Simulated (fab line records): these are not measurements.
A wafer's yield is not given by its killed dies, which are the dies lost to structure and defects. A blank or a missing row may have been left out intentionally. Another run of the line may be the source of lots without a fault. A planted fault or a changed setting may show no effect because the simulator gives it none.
A lot that was struck, set against a sound lot || flow sky130 || 17 out of 708 route steps
Sound: the wafers L395.1, L395.4, L395.5. Wafers struck: L410.1, L410.3, L410.5. Last of all comes the cause.
At each step with rows: each side's tool, then ch and its chambers, then its first start. Under that, the readings that differ: sound wafers || struck wafers || difference of the means || sigmas: that difference in standard deviations of wafers without a fault.
alike: readings with means less than 2 such deviations apart, plus words and numbers identical on both sides. not compared: withheld readings, readings lacking a value on some wafer, bounds such as >300 that could conceal the same value, and numbers that have no deviation in the record and whose values overlap.
Wherever a step has rows on one side only, a row that says differs or no value, or a row with sigmas, the two part there. Numbers that don't overlap but have no deviation are shown without sigmas and don't part them. Lack of a reading on every wafer of one side parts them only where that side has two or more wafers.

first, 1 step without rows for these wafers: SKY_LDD_N_IMPLANT_15.
SKY_LDD_N_STRIP_16: strips in O2/N2.
  sound on plasma-asher-01 ch 0,1, day 17 21:40; struck on plasma-asher-04 ch 1, day 23 07:07
  alike: drypump-motor-current-A, oes-product-au, strip-time-to-endpoint-s
  not compared: rf-hours-counter-h
SKY_LDD_N_TW_MEAS_17:
  struck on film-metro-02, day 23 07:13; sound on film-metro-03, day 17 21:46
{"reading": "LDD_N_TW", "sound": "2563 2552 2565", "struck": "2601 2605 2608", "difference": "+45", "sigmas": "+3"}
then, 7 steps without rows for these wafers: SKY_LDD_P_DEHYDRATE_00 (time 60 s); SKY_LDD_P_HMDS_01 (prime time 60 s); SKY_LDD_P_COAT_02 (resist thk 1140 nm); SKY_LDD_P_SOFTBAKE_03 (time 60 s); SKY_LDD_P_EXPOSE_04 (exposes mask PSDM, target cd 380 nm); SKY_LDD_P_PEB_05; SKY_LDD_P_DEVELOP_06 (develop time 60 s).
SKY_LDD_P_CD_MEAS_07: target cd 380 nm.
  struck on cd-sem-01, day 24 12:53; sound on cd-sem-02, day 19 03:38
  alike: cd-nm
SKY_LDD_P_OVL_MEAS_08:
  struck on overlay-01, day 24 13:00; sound on overlay-02, day 19 03:45
  alike: LDD_P_OVL
SKY_LDD_P_IMPLANT_09:
  sound on implanter-04 ch 0, day 19 03:47; struck on implanter-03 ch 0, day 24 13:02
{"reading": "implant-ion-amu", "sound": "49 49 49", "struck": "11 11 11", "difference": -38, "sigmas": ""}
{"reading": "model.implant.rp-nm (nm)", "sound": "20.74 20.74 20.74", "struck": "80.04 80.04 80.04", "difference": "+59.30", "sigmas": ""}
{"reading": "model.implant.drp-nm (nm)", "sound": "11.41 11.41 11.41", "struck": "35.62 35.62 35.62", "difference": "+24.21", "sigmas": ""}
SKY_LDD_P_STRIP_10: strips in O2/N2.
  sound on plasma-asher-01 ch 1, day 19 03:56; struck on plasma-asher-02 ch 0,1, day 24 13:11
{"reading": "oes-product-au (a.u.)", "sound": "0.717 0.722 0.721", "struck": "0.707 0.712 0.715", "difference": -0.009, "sigmas": -2}
  alike: drypump-motor-current-A, strip-time-to-endpoint-s
  not compared: rf-hours-counter-h
SKY_LDD_P_TW_MEAS_11:
  struck on film-metro-01, day 24 13:17; sound on film-metro-01, day 19 04:02
{"reading": "LDD_P_TW", "sound": "640 642 638", "struck": "409 405 407", "difference": -233, "sigmas": -42}
then, 1 step without rows for these wafers: SKY_LDD_HVN_DEHYDRATE_00 (time 60 s).
-- the record jumps here: 25 days lie between the struck wafers' starts before and after (it left off in module LDD_HVN and takes up again in module PAD_OPEN, whose first step shown is number 708 of the route) --
SKY_PAD_OPEN_PROBE_99:
  struck on prober-01, day 49 08:38; sound on prober-01, day 45 18:46
{"reading": "model.etest.tip-p.rs-ohm-sq", "sound": "6911 6926 6983", "struck": "6500 6484 6450", "difference": -462, "sigmas": ""}
{"reading": "model.etest.pfet-g5v0d10v5.r-on-ohm-um", "sound": "4782 4814 4758", "struck": "4642 4559 4688", "difference": -155, "sigmas": ""}
{"reading": "model.etest.pfet_01v8.r-on-ohm-um", "sound": "2995 3016 3011", "struck": "2675 2709 2751", "difference": -296, "sigmas": ""}
{"reading": "model.etest.pfet_01v8.drive-ua-um", "sound": "186.5 181 182.9", "struck": "230.3 223.3 223.6", "difference": "+42.3", "sigmas": ""}
{"reading": "model.etest.pfet_01v8_lvt.drive-ua-um", "sound": "168.3 167.1 168.8", "struck": "196.9 195.5 192.2", "difference": "+26.8", "sigmas": ""}
{"reading": "model.etest.pfet-g5v0d10v5.drive-ua-um", "sound": "338.1 338.6 340.6", "struck": "352.9 362.3 345.1", "difference": "+14.3", "sigmas": ""}
{"reading": "model.etest.pfet_01v8_hvt.drive-ua-um", "sound": "137.4 136.6 137.6", "struck": "165 161.3 160.3", "difference": "+25", "sigmas": ""}
{"reading": "model.etest.pfet_01v8_mvt.drive-ua-um", "sound": "147.4 145.8 145.9", "struck": "169 168.2 165", "difference": "+21", "sigmas": ""}
  alike: killed_at_M0_to_M3, killed_at_M4_up, killed-at-contacts, killed-at-front-end, killed-at-other, killed-dies, killed-open, killed-short

== WHERE THEY PART ==
First at SKY_LDD_N_TW_MEAS_17; last, within this record, at SKY_LDD_P_TW_MEAS_11. Later steps at which nothing parts them and some readings are alike: SKY_PAD_OPEN_PROBE_99.

WHY: what the simulator had put in
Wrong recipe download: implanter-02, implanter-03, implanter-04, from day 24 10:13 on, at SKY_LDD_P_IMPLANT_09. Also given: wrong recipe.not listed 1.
